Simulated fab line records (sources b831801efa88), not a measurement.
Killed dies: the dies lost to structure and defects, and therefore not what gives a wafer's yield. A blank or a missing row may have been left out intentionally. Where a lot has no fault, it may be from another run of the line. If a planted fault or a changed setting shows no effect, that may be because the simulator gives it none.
Problem report, 8D (eight disciplines) form, completed by code ; flow gf180mcu ; the parts of the form that need people (team, actions taken, sign-off) are left out

## 1. WHAT WENT WRONG
At GF_V5_CVD_23, chamber pressure Torr averages 42.89 Torr over 12 wafers from 4 lots, while fault-free wafers read 39.99 Torr, standard deviation 0.085. That puts it +34 standard deviations away from the usual mean.
The step: deposits W, target thk 350 nm, time 104.9 s.
First observed at day 28 09:09: wafer L864.1, on cvd w-02. The record has a number at this step for 42 wafers belonging to 14 lots. The rule behind "out" and "out of limits": a value lying over 4 standard deviations away from the usual mean. All remaining wafers that have a number are taken as sound.

## 2. WHAT IT IS, AND WHAT IT ISN'T
question;is;is not
which readings at this step;chamber pressure Torr;heater power w
which lots;L864, L865, L866, L867;L862, L863, L876, L877, L878, L879, L880, L881, L882, L883
which wafers of those lots;all that have a number;-
read on which tools;cvd w-02;cvd w-01
when;from day 28 09:09;"up to then (6 sound wafers); but 24 sound wafers of L876, L877, L878, L879, L880, L881, L882, L883 came after"

## 3. THE SUSPECTS, EACH WITH WHAT RULES IT OUT
Counting: a tool at any process step up to the reading remains a suspect when it ran all the lots that are out and ran no sound lot after the first of those.
- cvd w-02 at GF_V5_CVD_23 (deposits W, target thk 350 nm, time 104.9 s): ruled out as a lasting fault. Sound lots L876, L878, L881 ran on it after its first lot that is out, L864 (day 28 09:09).
Left after counting: nothing in the record.

## 4. THE CAUSE (what the simulator had put in)
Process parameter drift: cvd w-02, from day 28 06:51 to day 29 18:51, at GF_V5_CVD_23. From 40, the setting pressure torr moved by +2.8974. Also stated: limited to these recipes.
Counting ruled it out, wrongly.

## 5. THE CHAIN OF EFFECTS, in route order
Each row: a reading where the mean over the struck wafers with a number is more than 3 standard deviations away from the usual. Readings are gone through only where the record gives a usual standard deviation; hours: the median, over the lots, of the time from a lot's start at the first step in this table giving one to that lot's start at this step; sigmas: the change measured in usual standard deviations.
hours;step;reading;usual;on struck wafers;change;sigmas
0;GF_V5_CVD_23;chamber pressure Torr;39.99 Torr;42.89;+2.90;+34
Here are the process steps it includes:
- GF_V5_CVD_23: deposits W, target thk 350 nm, time 104.9 s.

## 6. WHAT WOULD HAVE CAUGHT IT SOONER
In this record the first reading out of limits was taken at day 28 09:09, 2 hours after the fault began at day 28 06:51.
